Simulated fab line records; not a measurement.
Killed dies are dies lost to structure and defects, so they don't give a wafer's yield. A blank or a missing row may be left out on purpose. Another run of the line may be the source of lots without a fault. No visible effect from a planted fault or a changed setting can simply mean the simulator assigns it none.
Which tool was responsible? + flow gf180mcu + 12 lots (36 wafers sampled), 1 step of a 602-step route

## WHAT THE GAUGES READ, wafer by wafer
GF_VT_IMPLANT_OVL_MEAS_29.
| lot  | measured     | on         | VT_IMPLANT_02_OVL (nm) |
|------|--------------|------------|------------------------|
| L075 | day 7 09:07  | overlay-02 | 1.4 0.2 -0.1           |
| L077 | day 7 20:49  | overlay-02 | 0.5 -0.1 1.8           |
| L079 | day 8 01:32  | overlay-02 | -0.7 -0.1 -0.1         |
| L081 | day 9 00:00  | overlay-02 | 1.0 1.3 0.7            |
| L083 | day 9 08:22  | overlay-02 | 0.0 -1.6 0.3           |
| L085 | day 9 20:48  | overlay-01 | -1.7 -1.6 -0.6         |
| L087 | day 10 10:57 | overlay-01 | -0.4 -1.2 -0.8         |
| L089 | day 10 21:48 | overlay-02 | 1.6 2.9 0.8            |
| L091 | day 11 12:52 | overlay-01 | -1.4 0.0 -1.8          |
| L093 | day 12 01:11 | overlay-02 | -2.3 -0.8 -2.5         |
| L095 | day 12 15:20 | overlay-02 | -0.4 -1.5 -1.2         |
| L097 | day 13 05:22 | overlay-01 | -1.5 -3.4 -3.2         |

## WHAT TOOL EACH LOT RAN ON (gives the tool, then ch and the chambers of the sampled wafers, and finally the start)
Before these readings, the record contains no process step.

## THE ANSWER, worked out from the rows above alone
Rule: what is usual is taken from the lots themselves. The widest of any qualifying gaps counts: lots, ordered by their means at a reading, are off when they make up no more than a third of the lots, leave a main group of 4 or more, and stand apart from it by 3 or more times the standard deviation of that group's means. A main group is skipped when, at the precision printed for the reading in the tables above, its means are all equal. Also off: a lot with no number at a reading for which 4 or more lots have one. All remaining lots with rows at the step are treated as sound.
No lot is off at any reading shown: from this, nothing can be told.

## WHAT THE SIMULATOR HAD PUT IN
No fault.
